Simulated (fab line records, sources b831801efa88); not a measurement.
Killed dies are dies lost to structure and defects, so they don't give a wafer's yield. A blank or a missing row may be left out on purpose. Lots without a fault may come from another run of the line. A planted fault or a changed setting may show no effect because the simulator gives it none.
Which tool did it? | flow sky130 | 24 lots, 72 wafers sampled, at 3 steps of a route of 708

WHAT THE GAUGES READ, wafer by wafer
SKY_CONTACT_CD_MEAS_14: target cd 170 nm. Usual: cd_nm 169.8 nm, standard deviation 1.2.
lot  | measured     | on        | cd_nm (nm)        | flag
L074 | day 32 01:04 | cd_sem-01 | 170.2 169.1 170.2 |
L075 | day 32 02:14 | cd_sem-02 | 168.5 168.2 168.3 |
L076 | day 32 13:29 | cd_sem-01 | 169.8 170.6 170.1 |
L077 | day 33 08:05 | cd_sem-02 | 169.8 169.4 170.3 |
L079 | day 33 16:25 | cd_sem-02 | 167.0 166.6 170.0 |
L078 | day 33 17:04 | cd_sem-02 | 169.2 170.9 168.8 |
L080 | day 33 17:16 | cd_sem-02 | 170.1 168.5 169.4 |
L081 | day 34 22:10 | cd_sem-02 | 169.0 169.9 169.2 |
L083 | day 35 03:32 | cd_sem-02 | 170.3 170.1 169.5 |
L082 | day 35 07:34 | cd_sem-02 | 168.8 169.4 169.3 |
L084 | day 35 12:46 | cd_sem-02 | 169.0 169.5 169.9 |
L085 | day 35 23:20 | cd_sem-02 | 170.7 169.6 170.2 |
L086 | day 36 05:35 | cd_sem-01 | 171.2 169.5 169.6 |
L088 | day 36 23:35 | cd_sem-02 | 171.5 170.7 171.4 |
L087 | day 37 01:41 | cd_sem-02 | 170.8 168.6 169.8 |
L089 | day 37 03:19 | cd_sem-01 | 168.9 168.7 170.2 |
L090 | day 37 03:44 | cd_sem-02 | 167.7 169.5 168.8 |
L091 | day 37 09:23 | cd_sem-02 | 169.6 169.3 168.2 |
L092 | day 37 12:22 | cd_sem-01 | 168.6 168.4 167.2 |
L093 | day 38 01:19 | cd_sem-01 | 172.1 171.9 172.4 |
L094 | day 38 03:58 | cd_sem-01 | 171.3 169.6 169.6 |
L095 | day 38 09:58 | cd_sem-01 | 171.1 171.5 171.6 |
L096 | day 38 20:05 | cd_sem-02 | 169.9 169.2 171.9 |
L097 | day 38 22:37 | cd_sem-01 | 170.1 170.6 169.9 |

SKY_VIA3_THK_MEAS_23: measures by xrf. Usual: VIA3_W_THK 400 nm, standard deviation 7.5.
lot  | measured     | on            | VIA3_W_THK (nm) | flag
L074 | day 40 04:35 | film_metro-04 | 395 394 401     |
L075 | day 40 06:23 | film_metro-04 | 395 403 390     |
L076 | day 40 15:52 | film_metro-04 | 395 392 389     |
L077 | day 41 06:43 | film_metro-04 | 404 399 401     |
L079 | day 41 16:03 | film_metro-02 | 408 411 402     |
L078 | day 41 16:17 | film_metro-04 | 399 401 407     |
L080 | day 41 16:55 | film_metro-04 | 396 397 388     |
L081 | day 42 17:48 | film_metro-04 | 388 389 399     |
L083 | day 42 23:50 | film_metro-03 | 406 407 407     |
L082 | day 43 02:32 | film_metro-02 | 408 409 404     |
L084 | day 43 06:28 | film_metro-04 | 388 392 391     |
L085 | day 43 15:58 | film_metro-04 | 387 388 390     |
L086 | day 43 21:39 | film_metro-02 | 407 405 403     |
L088 | day 44 13:48 | film_metro-02 | 399 401 395     |
L087 | day 44 15:03 | film_metro-02 | 400 399 394     |
L089 | day 44 16:59 | film_metro-04 | 395 397 395     |
L090 | day 44 16:06 | film_metro-03 | 400 399 396     |
L091 | day 44 21:21 | film_metro-03 | 399 401 393     |
L092 | day 45 00:49 | film_metro-02 | 410 406 413     |
L093 | day 45 10:57 | film_metro-04 | 388 391 388     |
L094 | day 45 13:33 | film_metro-03 | 411 416 417     |
L095 | day 45 18:21 | film_metro-03 | 406 406 408     |
L096 | day 46 01:05 | film_metro-03 | 407 405 405     |
L097 | day 46 04:25 | film_metro-04 | 401 399 409     |

WHICH TOOL RAN EACH LOT (tool, then ch and the chambers of the sampled wafers, then the start)
lot  | SKY_VIA3_CVD_21
L074 | cvd_w-02 ch 0,1, day 40 04:20
L075 | cvd_w-02 ch 0,1, day 40 06:08
L076 | cvd_w-01 ch 0, day 40 15:30
L077 | cvd_w-02 ch 1, day 41 06:28
L079 | cvd_w-02 ch 0,1, day 41 15:49
L078 | cvd_w-02 ch 0,1, day 41 16:02
L080 | cvd_w-01 ch 0,1, day 41 16:41
L081 | cvd_w-01 ch 0,1, day 42 17:33
L083 | cvd_w-01 ch 0,1, day 42 23:36
L082 | cvd_w-02 ch 0,1, day 43 02:18
L084 | cvd_w-01 ch 0,1, day 43 06:14
L085 | cvd_w-01 ch 0,1, day 43 15:43
L086 | cvd_w-01 ch 0,1, day 43 21:24
L088 | cvd_w-01 ch 0,1, day 44 13:34
L087 | cvd_w-01 ch 0,1, day 44 14:48
L089 | cvd_w-01 ch 0,1, day 44 16:45
L090 | cvd_w-01 ch 0,1, day 44 15:52
L091 | cvd_w-01 ch 0,1, day 44 21:08
L092 | cvd_w-01 ch 0,1, day 45 00:34
L093 | cvd_w-01 ch 0,1, day 45 10:44
L094 | cvd_w-02 ch 0,1, day 45 13:20
L095 | cvd_w-01 ch 0,1, day 45 18:07
L096 | cvd_w-01 ch 0,1, day 46 00:50
L097 | cvd_w-02 ch 0,1, day 46 04:11
- SKY_VIA3_CVD_21: deposits W, target thk 390 nm, time 117.31 s.

WHAT THE TOOLS THEMSELVES READ (means of the sampled wafers that have a number; where no wafer has one, the mark that the record gives instead)
SKY_VIA3_CVD_21. Usual: heater_power_w 898 W, standard deviation 65.
lot  | tool     | heater_power_w (W) | flag
L074 | cvd_w-02 | 896                |
L075 | cvd_w-02 | 908                |
L076 | cvd_w-01 | 916                |
L077 | cvd_w-02 | 1020               |
L079 | cvd_w-02 | 894                |
L078 | cvd_w-02 | 905                |
L080 | cvd_w-01 | 872                |
L081 | cvd_w-01 | 897                |
L083 | cvd_w-01 | 891                |
L082 | cvd_w-02 | 899                |
L084 | cvd_w-01 | 889                |
L085 | cvd_w-01 | 861                |
L086 | cvd_w-01 | 880                |
L088 | cvd_w-01 | 869                |
L087 | cvd_w-01 | 874                |
L089 | cvd_w-01 | 881                |
L090 | cvd_w-01 | 870                |
L091 | cvd_w-01 | 864                |
L092 | cvd_w-01 | 872                |
L093 | cvd_w-01 | 865                |
L094 | cvd_w-02 | 974                |
L095 | cvd_w-01 | 872                |
L096 | cvd_w-01 | 874                |
L097 | cvd_w-02 | 908                |

THE ANSWER, worked out from the rows above alone
Rule: a lot is off if the mean of its wafers that have a number lies more than 3 standard deviations from the usual mean. A lot without any number at a reading at which 4 lots or more have one is off too. The other lots that the step has rows for count as sound. The gauges are gone through in route order, then the tools' own readings, and for those a lot's mean is taken as printed above. The first step at which some lot is off is used, and at that step the reading that is off furthest; a lot without a number counts as furthest.
No lot is off at any reading shown: from this, nothing can be told.

WHAT THE SIMULATOR HAD PUT IN
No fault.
